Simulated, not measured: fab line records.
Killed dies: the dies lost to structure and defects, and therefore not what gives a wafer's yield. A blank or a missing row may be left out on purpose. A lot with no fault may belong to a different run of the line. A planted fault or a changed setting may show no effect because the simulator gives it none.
fab line records	flow sky130
[record] lots = 7	wafers = 21	lastDay = 50
route steps=708 shown VT_ADJUST_NCORE@123 VT_ADJUST_HVTR@131 PAD_OPEN@708
lots untouched by any fault: they come from a run of this same line in which no faults occurred
startH: the number of hours between the record's first day and the start of the first shown wafer of the lot	waitH: hours elapsed since this lot's preceding step	" same as the row above	L1.1+2: a row that stands for several wafers	- no value, or no start was given	* or withheld: withheld	< > ~ a bound
route shown NAME@n: names a module that has steps shown in the file, with the first one's number in the route	usual: mean/standard deviation taken from wafers without a fault	same: alike in all rows	chamber/n: place in a boat	sites: each site's reading	_std_site: standard deviation of those values	_edge_site: inner sites' mean taken away from outer sites' mean	radiusMm: for every site, how far away it sits from the centre of the wafer	mask NAME#n: copy n	behind: tool/chamber where the wafer was last shaped	hold: the reason the lot was held/the length of the hold in hours/how it ended	device: which transistor (n, p or np) failed to switch	end of line: tests of these same wafers at the route's end	a step given without rows: its recipe and nothing more	killed: count of dies lost to structure and defects at first sort (not the wafer's yield)	map: the dies of a wafer, with x for killed, . for not killed, _ for no die there
set.NAME: the setting that was run; set.NAME@STEP: the one run at that earlier step	model.NAME: the simulator's own value behind a step, which no gauge read
lots seen at some steps along the route; tables by step, rows by wafer
services: a tool's chamber out of use, with start hour (startH, from the record's first day; less than 0 if before it), hours out, and reason
[[steps]]
[step SKY_VT_ADJUST_NCORE_EXPOSE_04]
[recipe] maskId = LVTN_COMPLEMENT_THIN	na = 0.6	sourceShape = conventional	sigmaOuter = 0.6	polarization = unpolarized	targetCdNm = 380	doseMj = 139
[step SKY_VT_ADJUST_NCORE_PEB_05]
[recipe] tempC = withheld	timeS = *	resist = NOVOLAK
[step SKY_VT_ADJUST_NCORE_DEVELOP_06]
[recipe] resist = NOVOLAK	developer = TMAH	developTimeS = 60	devTempC = 23
[step SKY_VT_ADJUST_NCORE_CD_MEAS_07]
[recipe] targetCdNm = 380
[usual] cdNm = 380.8/2.5
lot.wafer	tool	chamber	startH	waitH	cdNm
L130.2	cdSem-02	-	200.22	0.1	379.0
L130.3	"	-	"	"	381.0
L130.5	"	-	"	"	382.5
L134.2	cdSem-01	-	231.41	0.1	385.2
L134.3	"	-	"	"	386.1
L134.6	"	-	"	"	384.0
L136.2	cdSem-02	-	245.71	0.1	379.9
L136.3	"	-	"	"	377.5
L136.4	"	-	"	"	376.8
L140.1	cdSem-01	-	274.29	0.1	377.5
L140.2	"	-	"	"	377.8
L140.5	"	-	"	"	377.8
L147.2	cdSem-02	-	324.21	0.1	380.3
L147.3	"	-	"	"	381.4
L147.5	"	-	"	"	380.3
L148.2	cdSem-01	-	331.51	0.1	377.5
L148.3	"	-	"	"	376.7
L148.5	"	-	"	"	377.4
L149.1	cdSem-01	-	337.99	0.1	380.6
L149.2	"	-	"	"	380.1
L149.6	"	-	"	"	382.8
[step SKY_VT_ADJUST_NCORE_OVL_MEAS_08]
[usual] VT_ADJUST_NCORE_OVL = -0.5/1.6
lot.wafer	tool	chamber	startH	waitH	VT_ADJUST_NCORE_OVL[nm]
L130.2	overlay-01	-	200.32	0.1	2.5
L130.3	"	-	"	"	1.0
L130.5	"	-	"	"	0.0
L134.2	overlay-02	-	231.51	0.1	-0.3
L134.3	"	-	"	"	-0.2
L134.6	"	-	"	"	-0.1
L136.2	overlay-02	-	245.81	0.1	-1.2
L136.3	"	-	"	"	-1.5
L136.4	"	-	"	"	0.1
L140.1	overlay-02	-	274.41	0.1	0.2
L140.2	"	-	"	"	-0.5
L140.5	"	-	"	"	-1.2
L147.2	overlay-02	-	324.32	0.1	0.4
L147.3	"	-	"	"	-0.3
L147.5	"	-	"	"	0.1
L148.2	overlay-02	-	331.62	0.1	0.1
L148.3	"	-	"	"	0.9
L148.5	"	-	"	"	0.5
L149.1	overlay-02	-	338.11	0.1	0.3
L149.2	"	-	"	"	-0.4
L149.6	"	-	"	"	-0.8
[step SKY_VT_ADJUST_NCORE_IMPLANT_09]
[recipe] species = B	energyKev = 10	doseCm2 = 2.4e+12	tiltDeg = withheld
[step SKY_VT_ADJUST_NCORE_STRIP_10]
[recipe] chemistry = O2/N2	powerW = 1400	pressureMtorr = 1500	platenTempC = withheld	o2FlowSccm = 3000	n2FlowSccm = 300	overashFraction = 0.5
[usual] drypumpMotorCurrentA = 5.7/0.5	oesProductAu = 0.715/0.0044	stripTimeToEndpointS = 13.92/0.042
lot.wafer	tool	chamber	startH	waitH	drypumpMotorCurrentA	oesProductAu	rfHoursCounterH	stripTimeToEndpointS
L130.2	plasmaAsher-02	1	200.50	0.1	5.6	0.711	53	13.87
L130.3	"	1	"	"	5.6	0.712	-	13.86
L130.5	"	1	"	"	5.6	0.707	-	13.88
L134.2	plasmaAsher-04	1	231.69	0.1	5.4	0.715	43	13.93
L134.3	"	0	"	"	5.0	0.715	-	13.93
L134.6	"	0	"	"	5.0	0.707	-	13.92
L136.2	plasmaAsher-04	0	245.99	0.1	5.0	0.717	45	13.97
L136.3	"	1	"	"	5.4	0.725	-	13.94
L136.4	"	0	"	"	5.0	0.718	-	13.96
L140.1	plasmaAsher-02	1	274.60	0.1	5.5	0.710	60	13.95
L140.2	"	0	"	"	5.5	0.723	60	13.94
L140.5	"	1	"	"	5.6	0.711	-	13.93
L147.2	plasmaAsher-03	1	324.50	0.1	6.4	0.706	60	13.95
L147.3	"	1	"	"	6.4	0.712	-	13.84
L147.5	"	1	"	"	6.4	0.719	-	13.93
L148.2	plasmaAsher-02	0	331.80	0.1	5.6	0.718	66	13.87
L148.3	"	1	"	"	5.5	0.713	-	13.87
L148.5	"	1	"	"	5.5	0.707	-	13.85
L149.1	plasmaAsher-03	0	338.30	0.1	6.1	0.714	62	13.86
L149.2	"	1	"	"	6.5	0.718	62	13.87
L149.6	"	1	"	"	6.5	0.710	-	13.84
[step SKY_VT_ADJUST_NCORE_TW_MEAS_11]
[usual] VT_ADJUST_NCORE_TW = 219.6/1.4
lot.wafer	tool	chamber	startH	waitH	VT_ADJUST_NCORE_TW
L130.2	filmMetro-01	-	200.61	0.1	221.5
L130.3	"	-	"	"	221.2
L130.5	"	-	"	"	221.9
L134.2	filmMetro-04	-	231.80	0.1	219.6
L134.3	"	-	"	"	218.3
L134.6	"	-	"	"	219.1
L136.2	filmMetro-03	-	246.10	0.1	219.1
L136.3	"	-	"	"	217.5
L136.4	"	-	"	"	218.1
L140.1	filmMetro-04	-	274.70	0.1	219.6
L140.2	"	-	"	"	219.2
L140.5	"	-	"	"	219.3
L147.2	filmMetro-01	-	324.61	0.1	221.5
L147.3	"	-	"	"	220.0
L147.5	"	-	"	"	222.0
L148.2	filmMetro-01	-	331.91	0.1	221.5
L148.3	"	-	"	"	221.4
L148.5	"	-	"	"	222.2
L149.1	filmMetro-03	-	338.40	0.1	219.6
L149.2	"	-	"	"	219.9
L149.6	"	-	"	"	219.8
[step SKY_VT_ADJUST_HVTR_DEHYDRATE_00]
[recipe] tempC = 200	timeS = 60
[step SKY_VT_ADJUST_HVTR_HMDS_01]
[recipe] primeTimeS = 60	primeTempC = 120
[step SKY_VT_ADJUST_HVTR_COAT_02]
[recipe] resist = NOVOLAK	spinRpm = 3000	resistThkNm = 1140
[step SKY_VT_ADJUST_HVTR_SOFTBAKE_03]
[recipe] tempC = 91.09	timeS = 60	resist = NOVOLAK
[step SKY_VT_ADJUST_HVTR_EXPOSE_04]
[recipe] maskId = HVTRM	targetCdNm = 380	na = 0.6	sourceShape = conventional	sigmaOuter = 0.6	doseMj = 150
[usual] reticleTempC = 22.99/0.12
[same] na = 0.6
lot.wafer	tool	chamber	startH	waitH	mask	reticleTempC	model.VT_ADJUST_HVTR.overlayXNm
L130.2	ilineStepper-02	0	211.28	-	HVTRM#0	23.05	0.406
L130.3	"	0	"	"	HVTRM#0	23.05	0.406
L130.5	"	0	"	"	HVTRM#0	22.88	0.406
L134.2	ilineStepper-01	0	243.44	-	HVTRM#0	22.85	-0.2786
L134.3	"	0	"	"	HVTRM#0	23.06	-0.2786
L134.6	"	0	"	"	HVTRM#0	23.04	-0.2786
L136.2	ilineStepper-01	0	257.64	-	HVTRM#0	23.12	-1.05
L136.3	"	0	"	"	HVTRM#0	23.10	-1.05
L136.4	"	0	"	"	HVTRM#0	23.03	-1.05
L140.1	ilineStepper-01	0	286.62	-	HVTRM#0	22.81	0.2369
L140.2	"	0	"	"	HVTRM#0	22.89	0.2369
L140.5	"	0	"	"	HVTRM#0	22.82	0.2369
L147.2	ilineStepper-01	0	337.73	-	HVTRM#0	22.85	-191.7
L147.3	"	0	"	"	HVTRM#0	22.92	-191.7
L147.5	"	0	"	"	HVTRM#0	22.80	-191.7
L148.2	ilineStepper-01	0	345.36	-	HVTRM#0	22.88	-193.1
L148.3	"	0	"	"	HVTRM#0	22.94	-193.1
L148.5	"	0	"	"	HVTRM#0	23.06	-193.1
L149.1	ilineStepper-01	0	351.72	-	HVTRM#0	22.89	-193.7
L149.2	"	0	"	"	HVTRM#0	22.89	-193.7
L149.6	"	0	"	"	HVTRM#0	22.90	-193.7
[step SKY_VT_ADJUST_HVTR_PEB_05]
[recipe] tempC = withheld	timeS = *	resist = NOVOLAK
[step SKY_VT_ADJUST_HVTR_DEVELOP_06]
[recipe] developTimeS = 60	devTempC = 23
[step SKY_VT_ADJUST_HVTR_CD_MEAS_07]
[recipe] targetCdNm = 380
[usual] cdNm = 380.3/2.8
lot.wafer	tool	chamber	startH	waitH	cdNm
L130.2	cdSem-02	-	221.86	0.1	377.8
L130.3	"	-	"	"	378.0
L130.5	"	-	"	"	377.0
L134.2	cdSem-02	-	254.71	0.1	380.4
L134.3	"	-	"	"	379.1
L134.6	"	-	"	"	379.5
L136.2	cdSem-02	-	269.51	0.1	377.1
L136.3	"	-	"	"	379.1
L136.4	"	-	"	"	378.6
L140.1	cdSem-02	-	299.52	0.1	378.9
L140.2	"	-	"	"	376.3
L140.5	"	-	"	"	379.1
L147.2	cdSem-02	-	350.66	0.1	386.3
L147.3	"	-	"	"	382.0
L147.5	"	-	"	"	383.8
L148.2	cdSem-01	-	358.86	0.1	378.4
L148.3	"	-	"	"	381.6
L148.5	"	-	"	"	379.2
L149.1	cdSem-01	-	365.69	0.1	385.3
L149.2	"	-	"	"	385.2
L149.6	"	-	"	"	383.3
[step SKY_VT_ADJUST_HVTR_OVL_MEAS_08]
[usual] VT_ADJUST_HVTR_OVL = -0.2/1.3
lot.wafer	tool	chamber	startH	waitH	VT_ADJUST_HVTR_OVL[nm]
L130.2	overlay-02	-	221.96	0.1	0.6
L130.3	"	-	"	"	1.8
L130.5	"	-	"	"	1.0
L134.2	overlay-01	-	254.81	0.1	-0.2
L134.3	"	-	"	"	0.3
L134.6	"	-	"	"	1.7
L136.2	overlay-01	-	269.62	0.1	0.6
L136.3	"	-	"	"	-1.5
L136.4	"	-	"	"	0.9
L140.1	overlay-02	-	299.64	0.1	0.0
L140.2	"	-	"	"	-1.0
L140.5	"	-	"	"	-2.6
L147.2	overlay-01	-	350.76	0.1	-193.0
L147.3	"	-	"	"	-191.6
L147.5	"	-	"	"	-191.7
L148.2	overlay-02	-	358.97	0.1	-193.5
L148.3	"	-	"	"	-193.1
L148.5	"	-	"	"	-194.1
L149.1	overlay-01	-	365.81	0.1	-192.7
L149.2	"	-	"	"	-192.5
L149.6	"	-	"	"	-193.8
[step SKY_VT_ADJUST_HVTR_IMPLANT_09]
[recipe] species = B	energyKev = 10	doseCm2 = 2.1e+12	tiltDeg = withheld
[step SKY_PAD_OPEN_PROBE_99]
[usual] killed_at_M0_to_M3 = 43/7.3	killed_at_M4_up = 3.1/1.8	killedAtContacts = 24/5.4	killedAtFrontEnd = 15/4.1	killedAtOther = 0.2/0.52	killedDies = 86/10	killedOpen = 47/7.3	killedShort = 39/6.4
[same] grossDies = 492	killedAtBackSide = 0
lot.wafer	tool	chamber	startH	waitH	killed_at_M0_to_M3	killed_at_M4_up	killedAtContacts	killedAtFrontEnd	killedAtOther	killedDies	killedOpen	killedShort	model.etest.pfet_01v8_mvt.driveUaUm	model.etest.pfet_01v8_mvt.offLog10AUm	model.etest.pfet_01v8_mvt.vtSatV	model.etest.pfet_01v8_mvt.vtV
L130.2	prober-02	-	1092.16	0.1	52	2	23	11	0	88	51	37	153.3	-10.86	-0.5741	-0.661
L130.3	prober-02	-	1092.21	0.2	35	7	24	17	0	83	47	36	152.6	-10.87	-0.5834	-0.6655
L130.5	prober-02	-	1092.31	0.2	53	6	28	22	0	109	62	47	149.8	-10.79	-0.5816	-0.6653
L134.2	prober-02	-	1117.11	0.1	49	4	33	18	1	105	62	43	150	-10.68	-0.5727	-0.6635
L134.3	prober-02	-	1117.16	0.2	48	3	23	17	0	91	51	40	152.2	-10.66	-0.5635	-0.6561
L134.6	prober-02	-	1117.31	0.2	43	2	33	12	0	90	52	38	151.4	-10.78	-0.5656	-0.6541
L136.2	prober-02	-	1132.14	0.1	31	3	28	16	0	78	50	28	163.7	-10.18	-0.5289	-0.6258
L136.3	prober-02	-	1132.19	0.2	44	2	19	16	0	81	48	33	162.2	-10.12	-0.5383	-0.6332
L136.4	prober-02	-	1132.24	0.2	51	2	36	15	0	104	60	44	160.8	-9.955	-0.533	-0.6276
L140.1	prober-02	-	1151.97	0.1	41	3	24	15	0	83	50	33	149.4	-11.25	-0.6097	-0.6917
L140.2	prober-02	-	1152.02	0.1	30	2	20	18	0	70	30	40	149.6	-11.24	-0.6085	-0.6905
L140.5	prober-02	-	1152.17	0.2	51	5	15	12	0	83	34	49	148.1	-11.35	-0.6165	-0.6977
L147.2	prober-01	-	1185.18	0.1	40	0	19	23	0	82	40	33	135.3	-12.26	-0.7408	-0.8078
L147.3	prober-01	-	1185.23	0.2	51	4	30	18	0	103	57	39	130.9	-12.39	-0.7518	-0.8169
L147.5	prober-01	-	1185.33	0.2	45	4	22	20	0	91	40	44	134.2	-12.19	-0.7494	-0.8157
L148.2	prober-02	-	1190.68	0.1	34	7	24	31	0	96	53	33	136.3	-12.08	-0.7425	-0.8029
L148.3	prober-02	-	1190.73	0.2	51	7	27	18	0	103	51	48	138.3	-11.96	-0.7287	-0.7958
L148.5	prober-02	-	1190.83	0.2	39	7	32	28	0	106	46	53	137.1	-12.25	-0.7411	-0.804
L149.1	prober-01	-	1192.59	0.1	36	1	27	26	0	90	45	37	123.5	-12.64	-0.8038	-0.8587
L149.2	prober-01	-	1192.64	0.1	46	3	27	26	1	103	52	41	124.9	-12.78	-0.8024	-0.8581
L149.6	prober-01	-	1192.84	0.2	41	2	28	21	0	92	45	42	126.4	-12.59	-0.7969	-0.8527
// killed by level:class
L130.2 VIA1:geometricParticle:open=15 VIA3:geometricParticle:open=10 CONTACT:geometricParticle:open=9 LI_CONTACT:geometricParticle:open=7 VIA1:geometricParticle:short=6 METAL1:geometricParticle:short=4 VIA2:geometricParticle:open=4 VIA3:geometricParticle:short=4
L130.3 LI_CONTACT:geometricParticle:open=12 VIA1:geometricParticle:open=9 FIELD_ISO:geometricParticle:short=5 CONTACT:geometricParticle:short=5 VIA1:geometricParticle:short=5 VIA2:geometricParticle:short=5 POLY_GATE:geometricParticle:short=4 CONTACT:geometricParticle:open=4
L130.5 VIA1:geometricParticle:open=12 LI_CONTACT:geometricParticle:open=11 VIA2:geometricParticle:open=8 FIELD_ISO:geometricParticle:open=7 VIA3:geometricParticle:open=7 CONTACT:geometricParticle:open=7 LI_CONTACT:geometricParticle:short=5 POLY_GATE:geometricParticle:short=5
L134.2 CONTACT:geometricParticle:open=13 VIA1:geometricParticle:open=11 LI_CONTACT:geometricParticle:open=11 METAL3:geometricParticle:short=8 FIELD_ISO:geometricParticle:open=7 VIA1:geometricParticle:short=7 VIA3:geometricParticle:open=6 VIA2:geometricParticle:open=5
L134.3 VIA1:geometricParticle:open=13 CONTACT:geometricParticle:open=10 VIA3:geometricParticle:open=8 CONTACT:geometricParticle:short=7 FIELD_ISO:geometricParticle:open=6 VIA1:geometricParticle:short=5 METAL2:geometricParticle:short=5 POLY_GATE:geometricParticle:short=4
L134.6 CONTACT:geometricParticle:open=15 VIA1:geometricParticle:open=8 FIELD_ISO:geometricParticle:open=6 VIA3:geometricParticle:short=6 LI_CONTACT:geometricParticle:open=6 VIA3:geometricParticle:open=6 CONTACT:geometricParticle:short=6 METAL1:geometricParticle:short=5
L136.2 CONTACT:geometricParticle:open=16 VIA1:geometricParticle:open=9 FIELD_ISO:geometricParticle:short=6 FIELD_ISO:geometricParticle:open=4 LI_CONTACT:geometricParticle:open=4 METAL1:geometricParticle:short=4 METAL1:geometricParticle:open=4 VIA2:geometricParticle:open=4
L136.3 VIA1:geometricParticle:open=9 CONTACT:geometricParticle:open=8 METAL2:geometricParticle:short=8 VIA2:geometricParticle:open=8 VIA3:geometricParticle:open=6 FIELD_ISO:geometricParticle:open=5 POLY_GATE:geometricParticle:open=5 LI_CONTACT:geometricParticle:open=5
L136.4 CONTACT:geometricParticle:open=12 VIA2:geometricParticle:open=11 VIA1:geometricParticle:open=11 LI_CONTACT:geometricParticle:open=9 CONTACT:geometricParticle:short=8 LOCAL_INTERCONNECT:geometricParticle:short=7 METAL1:geometricParticle:short=7 FIELD_ISO:geometricParticle:open=5
L140.1 VIA3:geometricParticle:open=12 CONTACT:geometricParticle:open=9 VIA2:geometricParticle:open=8 LI_CONTACT:geometricParticle:open=7 FIELD_ISO:geometricParticle:open=6 VIA1:geometricParticle:short=5 METAL2:geometricParticle:short=4 LI_CONTACT:geometricParticle:short=3
L140.2 CONTACT:geometricParticle:short=7 FIELD_ISO:geometricParticle:short=6 VIA1:geometricParticle:open=6 LOCAL_INTERCONNECT:geometricParticle:short=6 VIA3:geometricParticle:open=5 POLY_GATE:geometricParticle:open=4 CONTACT:geometricParticle:open=4 VIA1:geometricParticle:short=4
L140.5 VIA2:geometricParticle:open=7 VIA3:geometricParticle:open=7 VIA3:geometricParticle:short=7 CONTACT:geometricParticle:open=6 METAL1:geometricParticle:short=6 VIA1:geometricParticle:short=6 METAL4:geometricParticle:short=5 METAL2:geometricParticle:short=5
L147.2 VIA2:geometricParticle:open=11 VIA1:geometricParticle:open=10 VT_ADJUST_HVTR:overlay=9 FIELD_ISO:geometricParticle:open=6 LI_CONTACT:geometricParticle:open=5 LOCAL_INTERCONNECT:geometricParticle:short=5 VIA1:geometricParticle:short=5 METAL2:geometricParticle:short=5
L147.3 VIA3:geometricParticle:open=14 CONTACT:geometricParticle:open=11 LI_CONTACT:geometricParticle:open=8 VIA1:geometricParticle:open=8 VIA2:geometricParticle:open=8 METAL2:geometricParticle:short=7 VT_ADJUST_HVTR:overlay=7 CONTACT:geometricParticle:short=4
L147.5 METAL1:geometricParticle:short=8 METAL2:geometricParticle:short=8 LI_CONTACT:geometricParticle:open=7 VIA1:geometricParticle:open=7 VT_ADJUST_HVTR:overlay=7 VIA2:geometricParticle:open=6 CONTACT:geometricParticle:open=5 CONTACT:geometricParticle:short=5
L148.2 VIA1:geometricParticle:open=12 LI_CONTACT:geometricParticle:open=11 VT_ADJUST_HVTR:overlay=10 VIA3:geometricParticle:open=7 FIELD_ISO:geometricParticle:open=6 CONTACT:geometricParticle:open=6 METAL1:geometricParticle:short=6 FIELD_ISO:geometricParticle:short=3
L148.3 VIA1:geometricParticle:open=16 CONTACT:geometricParticle:open=10 METAL1:geometricParticle:short=8 POLY_GATE:geometricParticle:short=6 LI_CONTACT:geometricParticle:open=6 VIA3:geometricParticle:open=6 VIA1:geometricParticle:short=6 POLY_GATE:geometricParticle:open=5
L148.5 CONTACT:geometricParticle:open=13 CONTACT:geometricParticle:short=8 VIA1:geometricParticle:open=7 VT_ADJUST_HVTR:overlay=7 METAL4:geometricParticle:short=6 LOCAL_INTERCONNECT:geometricParticle:short=6 VIA3:geometricParticle:open=6 METAL2:geometricParticle:short=5
L149.1 LI_CONTACT:geometricParticle:open=9 VT_ADJUST_HVTR:overlay=8 CONTACT:geometricParticle:open=7 VIA2:geometricParticle:open=7 POLY_GATE:geometricParticle:short=6 POLY_GATE:geometricParticle:open=5 CONTACT:geometricParticle:short=5 VIA1:geometricParticle:open=5
L149.2 CONTACT:geometricParticle:open=14 VIA1:geometricParticle:open=12 VT_ADJUST_HVTR:overlay=10 METAL2:geometricParticle:short=6 FIELD_ISO:geometricParticle:open=5 POLY_GATE:geometricParticle:short=5 VIA2:geometricParticle:short=5 CONTACT:geometricParticle:short=4
L149.6 VIA2:geometricParticle:open=9 LOCAL_INTERCONNECT:geometricParticle:short=8 CONTACT:geometricParticle:open=7 VIA1:geometricParticle:open=6 FIELD_ISO:geometricParticle:short=5 POLY_GATE:geometricParticle:open=5 LI_CONTACT:geometricParticle:open=5 CONTACT:geometricParticle:short=5
[[services]]
tool	chamber	startH	hours	kind
ilineStepper-01	-	184.89	11.3	repair
plasmaAsher-04	-	193.66	5.1	repair
ilineStepper-02	-	196.21	1.7	pm
plasmaAsher-03	-	214.73	5.4	repair
ilineStepper-01	0	274.58	-	calibration
plasmaAsher-04	-	285.30	14.6	pm
ilineStepper-02	0	287.80	-	calibration
ilineStepper-01	-	287.80	1.7	pm
ilineStepper-01	-	300.71	3.3	repair
plasmaAsher-02	-	311.08	0.5	repair
ilineStepper-02	-	336.88	4.4	pm
[[key]]
[firstSign] step = SKY_VT_ADJUST_HVTR_OVL_MEAS_08	reading = VT_ADJUST_HVTR_OVL	direction = down	sigmas = 99+	usual = -0.2	struck = -192.9
[effect] step = SKY_PAD_OPEN_PROBE_99	reading = killedAtFrontEnd	direction = up	sigmas = 2.1	usual = 15	struck = 23	wafersMoved = 4
[modelEffect] step = SKY_VT_ADJUST_HVTR_EXPOSE_04	value = VT_ADJUST_HVTR.overlayXNm	without = 0.4131	struck = -192.9
[modelEffect] step = SKY_PAD_OPEN_PROBE_99	value = etest.pfet_01v8_mvt.driveUaUm	without = 148.4	struck = 131.9
metAt SKY_VT_ADJUST_HVTR_EXPOSE_04
struckWafers L147.2,L147.3,L147.5,L148.2,L148.3,L148.5,L149.1,L149.2,L149.6
testerLeftOut L147,L148,L149
onsetBetween 286.62 337.73
alsoFits time
[fault] kind = scannerMatchingOverlay	tool = ilineStepper-01	chamber = -	onsetH = 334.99	steps = SKY_VT_ADJUST_HVTR_EXPOSE_04	offset = -193.27
// testerLeftOut: of these lots the tester's yield and bins aren't shown, on N5 and GAA mostly nor the transistor test; their killed dies are dies lost to structure and defects alone, not to doping, threshold or leakage, so they don't give the yield
